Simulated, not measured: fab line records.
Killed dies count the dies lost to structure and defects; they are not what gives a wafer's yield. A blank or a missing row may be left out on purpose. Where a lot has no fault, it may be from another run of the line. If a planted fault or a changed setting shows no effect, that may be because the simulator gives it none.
fab line records | flow sky130
[record] lots = 24 wafers = 72 last-day = 50
route steps=708 shown NWELL@81 SONOS_ONO@185 POLY_GATE@231 LDD_P@266 LDD_HVN@276
lots that met no fault: taken from a fault-free run of the same line
start-h: start of the lot's first displayed wafer, in hours after the record's first day | wait-h: hours elapsed since this lot's preceding step | " repeats the value in the row above | L1.1+2: a row that stands for several wafers | - no value, or no start was given | * or withheld: withheld | < > ~ a bound
route shown NAME@n: NAME is a module with steps in the file, n the number in the route of the first one | usual: mean/standard deviation taken from wafers without a fault | same: alike in all rows | chamber/n: place in a boat | sites: per-site readings | _std_site: the standard deviation of these | _edge_site: mean of outer sites minus mean of inner sites | radius-mm: for every site, how far away it sits from the centre of the wafer | mask NAME#n: copy n | behind: the most recent tool/chamber to have shaped the wafer | hold: the reason the lot was held/the length of the hold in hours/how it ended | device: whichever transistor did not switch (one of n, p or np) | end of line: the same wafers' tests at the end of the route | a step given without rows: its recipe and nothing more | killed: the dies lost at the first sort to structure and to defects; this is not the yield of the wafer | map: a wafer's dies, marking killed ones x, the rest . and places with no die _
set.NAME: the setting the step ran with; set.NAME@STEP: the setting that earlier step ran with | model.NAME: the simulator's own value behind a step, which no gauge read
one table for each step of the route and one row for each wafer, over a sample of lots
services: from which hour (start-h, from the record's first day; less than 0 if before it) a tool's chamber was out of use, for how many hours, and why
[[steps]]
[step SKY_NWELL_RTA_28]
[recipe] temp-c = 1050 time-s = 30 idle-temp-c = 650 ramp-up-c-per-s = 150 ramp-down-c-per-s = 90 ambient = N2
[usual] lamp-power-pct = 25.31/0.047 ramp-up-c-per-s = 150.00/0.027 wafer_temp_C_max = 1054.9/0.98
// columns lot.wafer tool chamber start-h wait-h lamp-power-pct ramp-up-c-per-s wafer_temp_C_max
L074.1 rtp-anneal-01 0 102.10 0.0 25.41 150.03 1055.6
L074.3 " 0 " " 25.35 150.00 1054.1
L074.4 " 0 " " 25.25 150.02 1054.5
L075.1 rtp-anneal-01 0 107.13 0.0 25.32 150.00 1055.6
L075.3 " 0 " " 25.36 150.03 1054.4
L075.4 " 0 " " 25.30 149.98 1054.9
L076.3 rtp-anneal-01 0 118.24 0.0 25.33 149.95 1055.3
L076.4 " 0 " " 25.24 150.03 1054.5
L076.6 " 0 " " 25.36 150.00 1056.7
L077.1 rtp-anneal-02 0 121.65 0.0 25.27 150.02 1057.0
L077.5 " 0 " " 25.25 149.96 1055.2
L077.6 " 0 " " 25.15 149.99 1054.7
L078.1 rtp-anneal-02 0 128.54 0.0 25.29 150.00 1055.6
L078.4 " 0 " " 25.33 150.00 1054.8
L078.5 " 0 " " 25.25 150.00 1053.5
L079.1 rtp-anneal-01 0 133.14 0.0 25.28 149.94 1056.8
L079.4 " 0 " " 25.32 150.05 1053.4
L079.5 " 0 " " 25.35 150.01 1056.4
L080.4 rtp-anneal-02 0 138.93 0.1 25.29 150.01 1056.1
L080.5 " 0 " " 25.40 150.03 1054.0
L080.6 " 0 " " 25.28 149.98 1057.3
L081.1 rtp-anneal-02 0 145.33 0.0 25.34 150.03 1054.2
L081.2 " 0 " " 25.33 149.97 1055.2
L081.3 " 0 " " 25.39 149.99 1054.1
L082.1 rtp-anneal-01 0 149.93 0.0 25.25 150.01 1057.0
L082.3 " 0 " " 25.22 149.98 1053.3
L082.6 " 0 " " 25.33 150.00 1055.8
L083.1 rtp-anneal-01 0 158.25 0.0 25.21 149.99 1054.2
L083.2 " 0 " " 25.31 149.99 1053.6
L083.6 " 0 " " 25.28 150.00 1054.6
L084.1 rtp-anneal-02 0 160.00 0.0 25.29 149.99 1055.3
L084.3 " 0 " " 25.27 149.99 1055.3
L084.4 " 0 " " 25.33 149.99 1055.3
L085.4 rtp-anneal-02 0 168.74 0.1 25.38 150.00 1053.9
L085.5 " 0 " " 25.34 149.95 1055.3
L085.6 " 0 " " 25.36 150.04 1054.8
L086.1 rtp-anneal-01 0 173.64 0.0 25.27 149.96 1054.2
L086.3 " 0 " " 25.31 150.02 1055.2
L086.6 " 0 " " 25.33 150.03 1055.4
L087.1 rtp-anneal-01 0 181.11 0.0 25.35 149.96 1055.5
L087.2 " 0 " " 25.32 150.01 1054.0
L087.6 " 0 " " 25.33 150.00 1057.3
L088.2 rtp-anneal-01 0 186.20 0.0 25.30 150.00 1054.9
L088.3 " 0 " " 25.23 150.05 1053.4
L088.5 " 0 " " 25.35 149.95 1054.2
L089.1 rtp-anneal-02 0 193.10 0.0 25.39 149.97 1054.4
L089.2 " 0 " " 25.27 149.99 1054.9
L089.6 " 0 " " 25.27 150.03 1055.4
L090.1 rtp-anneal-01 0 201.50 0.0 25.27 149.98 1054.1
L090.3 " 0 " " 25.29 149.97 1055.3
L090.6 " 0 " " 25.22 150.05 1054.6
L091.3 rtp-anneal-02 0 212.66 0.0 25.33 150.02 1054.2
L091.4 " 0 " " 25.31 149.96 1055.3
L091.5 " 0 " " 25.35 150.02 1055.3
L092.2 rtp-anneal-01 0 225.85 0.0 25.28 149.98 1054.6
L092.3 " 0 " " 25.33 150.02 1054.7
L092.5 " 0 " " 25.32 150.00 1055.1
L093.1 rtp-anneal-02 0 226.18 0.0 25.35 149.93 1054.6
L093.2 " 0 " " 25.32 149.97 1057.0
L093.3 " 0 " " 25.37 150.01 1055.5
L095.1 rtp-anneal-01 0 231.48 0.0 25.35 149.98 1054.8
L095.2 " 0 " " 25.32 149.97 1055.0
L095.4 " 0 " " 25.29 150.01 1054.7
L094.2 rtp-anneal-02 0 231.88 0.0 25.25 149.97 1055.1
L094.4 " 0 " " 25.24 150.01 1053.0
L094.6 " 0 " " 25.34 149.99 1054.5
L096.1 rtp-anneal-01 0 239.19 0.0 25.32 149.95 1055.2
L096.4 " 0 " " 25.27 150.00 1055.6
L096.5 " 0 " " 25.30 150.02 1054.4
L097.1 rtp-anneal-01 0 248.93 0.0 25.29 150.03 1055.3
L097.4 " 0 " " 25.31 149.99 1055.8
L097.6 " 0 " " 25.31 150.04 1055.5
[step SKY_SONOS_ONO_STRIP_17]
[recipe] chemistry = O2/N2 power-w = 1400 pressure-mtorr = 1500 platen-temp-c = withheld o2-flow-sccm = 3000 n2-flow-sccm = 300 overash-fraction = 0.5
[usual] drypump-motor-current-A = 5.9/0.52 oes-product-au = 0.710/0.0042 strip-time-to-endpoint-s = 14.08/0.042
// columns lot.wafer tool chamber start-h wait-h drypump-motor-current-A oes-product-au rf-hours-counter-h strip-time-to-endpoint-s
L074.1 plasma-asher-03 1 276.07 0.0 6.2 0.709 59 14.11
L074.3 " 0 " " 5.9 0.715 - 14.08
L074.4 " 1 " " 6.2 0.708 - 14.06
L075.1 plasma-asher-01 1 280.69 0.0 6.3 0.711 47 14.05
L075.3 " 0 " " 6.4 0.710 - 14.03
L075.4 " 1 " " 6.3 0.709 - 14.07
L076.3 plasma-asher-02 0 296.70 0.0 5.5 0.699 - 14.06
L076.4 " 1 " " 4.9 0.707 - 14.07
L076.6 " 1 " " 4.9 0.709 - 14.08
L077.1 plasma-asher-03 0 299.66 0.0 5.9 0.706 62 14.10
L077.5 " 1 " " 6.2 0.712 - 14.09
L077.6 " 0 " " 5.9 0.706 - 14.07
L078.1 plasma-asher-03 1 314.52 0.0 6.2 0.713 63 14.07
L078.4 " 0 " " 5.9 0.709 - 14.10
L078.5 " 1 " " 6.2 0.718 - 14.08
L079.1 plasma-asher-03 1 318.42 0.0 6.1 0.713 63 14.07
L079.4 " 1 " " 6.2 0.712 - 14.11
L079.5 " 0 " " 5.9 0.704 - 14.10
L080.4 plasma-asher-02 1 325.93 0.0 4.8 0.711 - 14.04
L080.5 " 1 " " 4.9 0.702 - 14.07
L080.6 " 0 " " 5.5 0.704 - 14.05
L081.1 plasma-asher-01 1 338.97 0.0 6.3 0.704 53 14.08
L081.2 " 0 " " 6.4 0.705 53 14.12
L081.3 " 1 " " 6.3 0.710 - 14.09
L082.1 plasma-asher-03 0 341.00 0.0 5.9 0.709 65 14.05
L082.3 " 1 " " 6.2 0.712 - 14.08
L082.6 " 1 " " 6.2 0.710 - 14.07
L083.1 plasma-asher-01 1 355.12 0.0 6.3 0.714 55 14.11
L083.2 " 0 " " 6.5 0.711 55 14.07
L083.6 " 0 " " 6.5 0.715 - 14.05
L084.1 plasma-asher-03 0 355.77 0.0 5.9 0.706 67 14.10
L084.3 " 1 " " 6.2 0.713 - 14.11
L084.4 " 0 " " 5.9 0.705 - 14.12
L085.4 plasma-asher-02 1 364.74 0.0 4.9 0.714 - 14.11
L085.5 " 1 " " 4.9 0.714 - 14.00
L085.6 " 0 " " 5.5 0.718 - 14.08
L086.1 plasma-asher-01 0 378.81 0.0 6.4 0.721 57 14.19
L086.3 " 0 " " 6.4 0.707 - 14.14
L086.6 " 1 " " 6.3 0.704 - 14.13
L087.1 plasma-asher-02 1 384.12 0.0 4.9 0.704 25 14.10
L087.2 " 0 " " 5.5 0.715 25 14.07
L087.6 " 0 " " 5.5 0.714 - 14.07
L088.2 plasma-asher-01 1 391.52 0.0 6.3 0.714 59 14.13
L088.3 " 1 " " 6.3 0.712 - 14.12
L088.5 " 0 " " 6.4 0.713 - 14.15
L089.1 plasma-asher-02 0 400.67 0.0 5.5 0.711 27 14.10
L089.2 " 1 " " 4.8 0.708 27 14.14
L089.6 " 1 " " 4.9 0.708 - 14.10
L090.1 plasma-asher-02 0 412.77 0.0 5.5 0.713 28 14.16
L090.3 " 0 " " 5.4 0.713 - 14.12
L090.6 " 1 " " 4.9 0.712 - 14.12
L091.3 plasma-asher-02 1 427.00 0.0 4.9 0.704 - 14.08
L091.4 " 0 " " 5.5 0.711 - 14.04
L091.5 " 0 " " 5.5 0.706 - 14.04
L092.2 plasma-asher-03 1 442.55 0.0 6.2 0.715 1 14.09
L092.3 " 0 " " 5.9 0.713 - 14.03
L092.5 " 1 " " 6.2 0.700 - 14.05
L093.1 plasma-asher-03 0 443.75 0.0 5.9 0.712 1 14.08
L093.2 " 1 " " 6.2 0.709 1 14.04
L093.3 " 0 " " 5.9 0.708 - 14.02
L095.1 plasma-asher-01 0 449.52 0.0 6.4 0.715 65 14.06
L095.2 " 1 " " 6.3 0.709 65 14.06
L095.4 " 0 " " 6.4 0.708 - 14.04
L094.2 plasma-asher-03 1 454.47 0.0 6.2 0.711 2 14.05
L094.4 " 1 " " 6.2 0.707 - 14.08
L094.6 " 0 " " 5.9 0.711 - 14.03
L096.1 plasma-asher-01 0 462.82 0.0 6.4 0.701 66 14.09
L096.4 " 0 " " 6.5 0.713 - 14.12
L096.5 " 0 " " 6.4 0.712 - 14.13
L097.1 plasma-asher-01 1 473.77 0.0 6.3 0.719 67 13.98
L097.4 " 1 " " 6.3 0.705 - 14.02
L097.6 " 1 " " 6.3 0.711 - 14.03
[step SKY_POLY_GATE_ETCH_17]
[recipe] target-depth-nm = 180 stop-on = SiO2 over-etch-frac = 0.56667 chemistry = HBr/Cl2 target = poly-Si icp-w = 400 bias-w = 100 pressure-mtorr = 10 HBr_flow_sccm = 150 Cl2_flow_sccm = 50 time-s = 70.5
[usual] drypump-motor-current-A = 5.6/0.48 oes-product-au = 0.985/0.0069 throttle-valve-pct = 33.684/0.0089
// columns lot.wafer tool chamber start-h wait-h drypump-motor-current-A oes-product-au rf-hours-counter-h throttle-valve-pct
L074.1 rie-si-01 3 364.82 0.0 5.5 0.981 52 33.687
L074.3 " 1 " " 6.2 0.979 3 33.698
L074.4 " 2 " " 5.3 0.977 2 33.700
L075.1 rie-si-01 0 369.83 0.0 4.8 0.984 3 33.672
L075.3 " 2 " " 5.3 0.980 2 33.692
L075.4 " 1 " " 6.1 0.982 3 33.674
L076.3 rie-si-01 2 385.27 0.0 5.3 0.985 2 33.686
L076.4 " 1 " " 6.2 0.997 3 33.666
L076.6 " 1 " " 6.2 1.004 - 33.685
L077.1 rie-si-01 3 390.44 0.0 5.6 0.986 52 33.675
L077.5 " 0 " " 4.8 0.990 - 33.678
L077.6 " 3 " " 5.5 0.986 - 33.691
L078.1 rie-si-01 2 407.47 0.0 5.3 0.992 2 33.685
L078.4 " 1 " " 6.2 0.991 3 33.690
L078.5 " 0 " " 4.8 0.986 - 33.683
L079.1 rie-si-01 1 412.84 0.0 6.2 0.983 3 33.686
L079.4 " 3 " " 5.6 0.986 53 33.697
L079.5 " 3 " " 5.6 0.985 - 33.689
L080.4 rie-si-02 1 422.37 0.0 5.8 0.976 4 33.678
L080.5 " 3 " " 6.0 0.982 - 33.672
L080.6 " 2 " " 5.9 0.993 - 33.666
L081.1 rie-si-01 3 430.97 0.0 5.6 0.976 53 33.686
L081.2 " 0 " " 4.8 0.973 4 33.687
L081.3 " 2 " " 5.3 0.974 2 33.692
L082.1 rie-si-01 1 437.39 0.0 6.2 0.998 4 33.678
L082.3 " 0 " " 4.8 1.002 4 33.691
L082.6 " 2 " " 5.3 0.976 - 33.683
L083.1 rie-si-01 2 451.77 0.0 5.3 0.986 3 33.690
L083.2 " 1 " " 6.1 0.993 4 33.688
L083.6 " 2 " " 5.3 0.985 - 33.695
L084.1 rie-si-02 3 452.57 0.0 6.1 0.978 2 33.694
L084.3 " 0 " " 5.5 0.970 2 33.690
L084.4 " 1 " " 5.9 0.972 4 33.683
L085.4 rie-si-01 3 463.07 0.0 5.6 0.977 53 33.696
L085.5 " 1 " " 6.1 0.997 - 33.685
L085.6 " 2 " " 5.3 0.986 - 33.695
L086.1 rie-si-01 1 477.22 0.0 6.2 0.984 4 33.672
L086.3 " 2 " " 5.3 0.987 3 33.694
L086.6 " 2 " " 5.3 0.987 - 33.695
L087.1 rie-si-02 3 483.74 0.0 6.0 0.987 2 33.674
L087.2 " 2 " " 5.9 0.980 52 33.680
L087.6 " 0 " " 5.5 0.984 - 33.684
L088.2 rie-si-01 1 490.76 0.1 6.2 0.977 4 33.692
L088.3 " 0 " " 4.7 0.984 4 33.708
L088.5 " 1 " " 6.1 0.980 - 33.674
L089.1 rie-si-02 0 500.94 0.0 5.5 0.984 2 33.695
L089.2 " 1 " " 5.9 0.986 5 33.689
L089.6 " 3 " " 6.1 0.987 - 33.701
L090.1 rie-si-01 1 511.39 0.0 6.2 0.985 4 33.673
L090.3 " 0 " " 4.7 0.987 4 33.684
L090.6 " 1 " " 6.1 0.983 - 33.679
L091.3 rie-si-02 0 526.14 0.0 5.5 0.986 2 33.673
L091.4 " 0 " " 5.5 0.991 - 33.676
L091.5 " 3 " " 6.0 0.980 - 33.685
L092.2 rie-si-01 2 542.27 0.0 5.3 0.989 3 33.694
L092.3 " 3 " " 5.6 0.989 0 33.698
L092.5 " 1 " " 6.2 0.987 - 33.694
L093.1 rie-si-02 2 542.62 0.0 5.9 0.982 0 33.682
L093.2 " 0 " " 5.5 1.005 2 33.681
L093.3 " 1 " " 5.9 0.975 5 33.688
L095.1 rie-si-01 2 547.27 0.0 5.3 0.985 3 33.680
L095.2 " 0 " " 4.7 0.989 4 33.686
L095.4 " 3 " " 5.6 0.983 0 33.687
L094.2 rie-si-02 1 553.02 0.0 5.9 0.972 5 33.689
L094.4 " 0 " " 5.6 0.974 2 33.695
L094.6 " 3 " " 6.0 0.974 - 33.670
L096.1 rie-si-01 1 559.92 0.0 6.2 0.980 4 33.693
L096.4 " 2 " " 5.3 0.986 3 33.698
L096.5 " 0 " " 4.8 0.987 - 33.690
L097.1 rie-si-02 2 571.77 0.0 5.9 0.980 0 33.694
L097.4 " 1 " " 5.9 0.980 5 33.683
L097.6 " 0 " " 5.5 0.986 - 33.692
[step SKY_POLY_GATE_CD_MEAS_22]
[usual] cd-nm = 149.1/2.5
// columns lot.wafer tool chamber start-h wait-h cd-nm
L074.1 cd-sem-01 - 366.34 0.1 145.4
L074.3 " - " " 148.6
L074.4 " - " " 147.3
L075.1 cd-sem-02 - 371.35 0.1 153.5
L075.3 " - " " 152.0
L075.4 " - " " 148.3
L076.3 cd-sem-01 - 388.63 0.1 147.4
L076.4 " - " " 148.0
L076.6 " - " " 147.5
L077.1 cd-sem-01 - 392.94 0.1 146.8
L077.5 " - " " 144.5
L077.6 " - " " 149.8
L078.1 cd-sem-01 - 408.99 0.1 151.7
L078.4 " - " " 149.5
L078.5 " - " " 149.8
L079.1 cd-sem-01 - 414.44 0.1 147.6
L079.4 " - " " 145.2
L079.5 " - " " 144.5
L080.4 cd-sem-01 - 423.97 0.1 152.7
L080.5 " - " " 150.3
L080.6 " - " " 151.5
L081.1 cd-sem-01 - 432.94 0.1 149.8
L081.2 " - " " 149.8
L081.3 " - " " 145.5
L082.1 cd-sem-01 - 438.91 0.1 148.6
L082.3 " - " " 146.5
L082.6 " - " " 147.6
L083.1 cd-sem-01 - 453.29 0.1 149.8
L083.2 " - " " 151.2
L083.6 " - " " 151.2
L084.1 cd-sem-02 - 454.54 0.1 147.1
L084.3 " - " " 146.6
L084.4 " - " " 149.3
L085.4 cd-sem-02 - 465.84 0.1 148.0
L085.5 " - " " 148.0
L085.6 " - " " 147.2
L086.1 cd-sem-01 - 478.74 0.1 146.0
L086.3 " - " " 146.6
L086.6 " - " " 147.9
L087.1 cd-sem-01 - 485.26 0.1 147.4
L087.2 " - " " 149.8
L087.6 " - " " 149.6
L088.2 cd-sem-01 - 492.31 0.1 154.3
L088.3 " - " " 149.6
L088.5 " - " " 151.8
L089.1 cd-sem-01 - 502.46 0.1 153.8
L089.2 " - " " 152.8
L089.6 " - " " 152.3
L090.1 cd-sem-01 - 514.07 0.1 147.0
L090.3 " - " " 150.7
L090.6 " - " " 147.3
L091.3 cd-sem-01 - 527.71 0.1 149.8
L091.4 " - " " 151.6
L091.5 " - " " 149.7
L092.2 cd-sem-01 - 543.87 0.1 148.0
L092.3 " - " " 149.9
L092.5 " - " " 149.1
L093.1 cd-sem-01 - 544.45 0.1 152.7
L093.2 " - " " 148.8
L093.3 " - " " 148.9
L095.1 cd-sem-02 - 548.84 0.1 150.5
L095.2 " - " " 147.3
L095.4 " - " " 148.1
L094.2 cd-sem-01 - 555.17 0.1 152.4
L094.4 " - " " 149.8
L094.6 " - " " 153.7
L096.1 cd-sem-02 - 561.48 0.1 145.4
L096.4 " - " " 146.5
L096.5 " - " " 146.6
L097.1 cd-sem-01 - 573.28 0.1 149.7
L097.4 " - " " 148.9
L097.6 " - " " 148.6
[step SKY_LDD_P_TW_MEAS_11]
[usual] LDD_P_TW = 638/6.7
// columns lot.wafer tool chamber start-h wait-h LDD_P_TW
L074.1 film-metro-04 - 425.86 0.1 637
L074.3 " - " " 639
L074.4 " - " " 638
L075.1 film-metro-01 - 431.54 0.1 643
L075.3 " - " " 640
L075.4 " - " " 640
L076.3 film-metro-03 - 450.71 0.1 621
L076.4 " - " " 629
L076.6 " - " " 629
L077.1 film-metro-03 - 455.44 0.1 627
L077.5 " - " " 625
L077.6 " - " " 626
L078.1 film-metro-03 - 473.19 0.1 627
L078.4 " - " " 627
L078.5 " - " " 630
L079.1 film-metro-01 - 476.64 0.1 640
L079.4 " - " " 637
L079.5 " - " " 643
L080.4 film-metro-04 - 488.14 0.1 643
L080.5 " - " " 642
L080.6 " - " " 645
L081.1 film-metro-04 - 496.39 0.1 644
L081.2 " - " " 641
L081.3 " - " " 646
L082.1 film-metro-03 - 502.46 0.1 627
L082.3 " - " " 625
L082.6 " - " " 627
L083.1 film-metro-03 - 516.54 0.1 630
L083.2 " - " " 633
L083.6 " - " " 628
L084.1 film-metro-04 - 517.79 0.1 640
L084.3 " - " " 643
L084.4 " - " " 645
L085.4 film-metro-03 - 528.99 0.1 633
L085.5 " - " " 628
L085.6 " - " " 631
L086.1 film-metro-01 - 540.99 0.1 640
L086.3 " - " " 643
L086.6 " - " " 641
L087.1 film-metro-01 - 546.99 0.1 646
L087.2 " - " " 641
L087.6 " - " " 642
L088.2 film-metro-01 - 553.95 0.1 645
L088.3 " - " " 645
L088.5 " - " " 643
L089.1 film-metro-03 - 565.44 0.1 630
L089.2 " - " " 629
L089.6 " - " " 630
L090.1 film-metro-04 - 575.44 0.1 644
L090.3 " - " " 640
L090.6 " - " " 641
L091.3 film-metro-04 - 588.58 0.1 639
L091.4 " - " " 644
L091.5 " - " " 642
L093.1 film-metro-01 - 603.94 0.1 640
L093.2 " - " " 640
L093.3 " - " " 637
L092.2 film-metro-04 - 605.37 0.1 646
L092.3 " - " " 645
L092.5 " - " " 643
L095.1 film-metro-01 - 609.26 0.1 641
L095.2 " - " " 641
L095.4 " - " " 638
L094.2 film-metro-03 - 616.02 0.1 637
L094.4 " - " " 634
L094.6 " - " " 632
L096.1 film-metro-04 - 621.19 0.1 642
L096.4 " - " " 645
L096.5 " - " " 643
L097.1 film-metro-01 - 633.44 0.1 639
L097.4 " - " " 635
L097.6 " - " " 640
[step SKY_LDD_HVN_STRIP_09]
[recipe] chemistry = O2/N2 power-w = 1400 pressure-mtorr = 1500 platen-temp-c = withheld o2-flow-sccm = 3000 n2-flow-sccm = 300 overash-fraction = 0.5
[usual] drypump-motor-current-A = 5.8/0.46 oes-product-au = 0.410/0.0048 strip-time-to-endpoint-s = 4.169/0.016
// columns lot.wafer tool chamber start-h wait-h drypump-motor-current-A oes-product-au rf-hours-counter-h strip-time-to-endpoint-s
L074.1 plasma-asher-01 1 456.58 0.1 6.3 0.408 65 4.167
L074.3 " 0 " " 6.4 0.413 - 4.150
L074.4 " 1 " " 6.3 0.412 - 4.154
L075.1 plasma-asher-04 1 462.44 0.1 5.6 0.413 76 4.174
L075.3 " 1 " " 5.6 0.420 - 4.166
L075.4 " 0 " " 5.9 0.410 - 4.160
L076.3 plasma-asher-01 0 481.27 0.1 6.5 0.399 - 4.139
L076.4 " 1 " " 6.3 0.406 - 4.171
L076.6 " 0 " " 6.5 0.411 - 4.143
L077.1 plasma-asher-01 1 486.39 0.1 6.3 0.411 68 4.167
L077.5 " 0 " " 6.4 0.410 - 4.145
L077.6 " 1 " " 6.3 0.418 - 4.121
L078.1 plasma-asher-02 1 503.94 0.1 4.9 0.403 37 4.181
L078.4 " 1 " " 4.9 0.409 - 4.180
L078.5 " 0 " " 5.5 0.414 - 4.163
L079.1 plasma-asher-01 1 507.34 0.1 6.3 0.405 70 4.135
L079.4 " 0 " " 6.4 0.405 - 4.159
L079.5 " 0 " " 6.4 0.414 - 4.159
L080.4 plasma-asher-02 1 519.02 0.1 4.9 0.410 - 4.210
L080.5 " 1 " " 4.9 0.402 - 4.176
L080.6 " 0 " " 5.5 0.414 - 4.190
L081.1 plasma-asher-01 0 526.34 0.1 6.4 0.414 72 4.170
L081.2 " 1 " " 6.3 0.416 72 4.202
L081.3 " 0 " " 6.4 0.415 - 4.172
L082.1 plasma-asher-02 1 533.52 0.1 4.9 0.403 41 4.163
L082.3 " 0 " " 5.5 0.408 - 4.166
L082.6 " 0 " " 5.5 0.409 - 4.164
L083.1 plasma-asher-04 0 546.84 0.1 5.9 0.407 84 4.162
L083.2 " 1 " " 5.5 0.409 84 4.167
L083.6 " 1 " " 5.5 0.406 - 4.170
L084.1 plasma-asher-04 1 548.84 0.1 5.5 0.410 85 4.170
L084.3 " 0 " " 5.9 0.405 - 4.170
L084.4 " 1 " " 5.5 0.405 - 4.173
L085.4 plasma-asher-01 1 558.45 0.1 6.3 0.407 - 4.170
L085.5 " 0 " " 6.4 0.416 - 4.190
L085.6 " 1 " " 6.3 0.413 - 4.164
L086.1 plasma-asher-04 0 569.97 0.1 5.9 0.414 87 4.178
L086.3 " 1 " " 5.6 0.413 - 4.173
L086.6 " 0 " " 5.9 0.416 - 4.164
L087.1 plasma-asher-04 1 576.79 0.1 5.6 0.411 87 4.200
L087.2 " 0 " " 6.0 0.414 87 4.185
L087.6 " 0 " " 6.0 0.405 - 4.164
L088.2 plasma-asher-04 1 583.57 0.1 5.5 0.407 88 4.167
L088.3 " 0 " " 5.9 0.409 - 4.163
L088.5 " 1 " " 5.5 0.416 - 4.201
L089.1 plasma-asher-04 0 595.44 0.1 6.0 0.411 89 4.194
L089.2 " 1 " " 5.5 0.418 89 4.189
L089.6 " 1 " " 5.6 0.420 - 4.176
L090.1 plasma-asher-04 1 604.84 0.1 5.6 0.409 90 4.182
L090.3 " 0 " " 5.9 0.413 - 4.159
L090.6 " 0 " " 6.0 0.415 - 4.170
L091.3 plasma-asher-04 0 617.17 0.1 5.9 0.415 - 4.143
L091.4 " 1 " " 5.6 0.404 - 4.162
L091.5 " 1 " " 5.5 0.422 - 4.154
L093.1 plasma-asher-01 0 633.52 0.1 6.4 0.410 84 4.159
L093.2 " 1 " " 6.3 0.420 84 4.174
L093.3 " 0 " " 6.4 0.410 - 4.163
L092.2 plasma-asher-04 1 634.44 0.1 5.5 0.411 94 4.178
L092.3 " 1 " " 5.5 0.413 - 4.189
L092.5 " 1 " " 5.6 0.416 - 4.171
L095.1 plasma-asher-04 0 638.02 0.1 5.9 0.420 95 4.172
L095.2 " 1 " " 5.6 0.410 95 4.154
L095.4 " 0 " " 5.9 0.405 - 4.179
L094.2 plasma-asher-04 1 644.54 0.1 5.6 0.414 95 4.158
L094.4 " 0 " " 6.0 0.409 - 4.176
L094.6 " 1 " " 5.6 0.403 - 4.159
L096.1 plasma-asher-02 1 649.29 0.1 4.9 0.417 46 4.163
L096.4 " 0 " " 5.5 0.416 - 4.163
L096.5 " 1 " " 4.9 0.415 - 4.170
L097.1 plasma-asher-02 1 662.14 0.1 4.9 0.415 47 4.164
L097.4 " 0 " " 5.5 0.413 - 4.174
L097.6 " 1 " " 4.9 0.407 - 4.167
[[services]]
// columns tool chamber start-h hours kind
rie-si-01 0 103.78 3.8 repair
plasma-asher-02 - 108.75 9.0 pm
plasma-asher-04 - 116.60 0.6 repair
rie-si-01 2 132.81 7.1 repair
rie-si-01 2 166.00 2.1 repair
plasma-asher-04 - 177.25 2.8 pm
plasma-asher-01 - 189.42 2.8 pm
plasma-asher-01 - 250.40 1.2 repair
plasma-asher-04 - 263.60 0.6 repair
rie-si-01 - 269.42 14.6 pm
plasma-asher-02 - 282.57 3.7 repair
plasma-asher-02 - 321.62 0.8 repair
plasma-asher-02 - 350.32 6.0 repair
plasma-asher-01 - 375.27 1.5 repair
rtp-anneal-01 - 378.23 4.0 pm
rie-si-01 - 410.81 0.2 repair
plasma-asher-04 - 417.90 3.9 repair
rie-si-01 0 440.18 6.1 repair
rie-si-01 0 527.51 1.5 repair
plasma-asher-01 - 528.51 5.8 repair
plasma-asher-02 - 559.86 2.8 pm
rie-si-01 0 587.47 17.2 repair
plasma-asher-01 - 661.37 94.9 repair
plasma-asher-01 - 661.64 0.7 repair
[[key]]
fault none
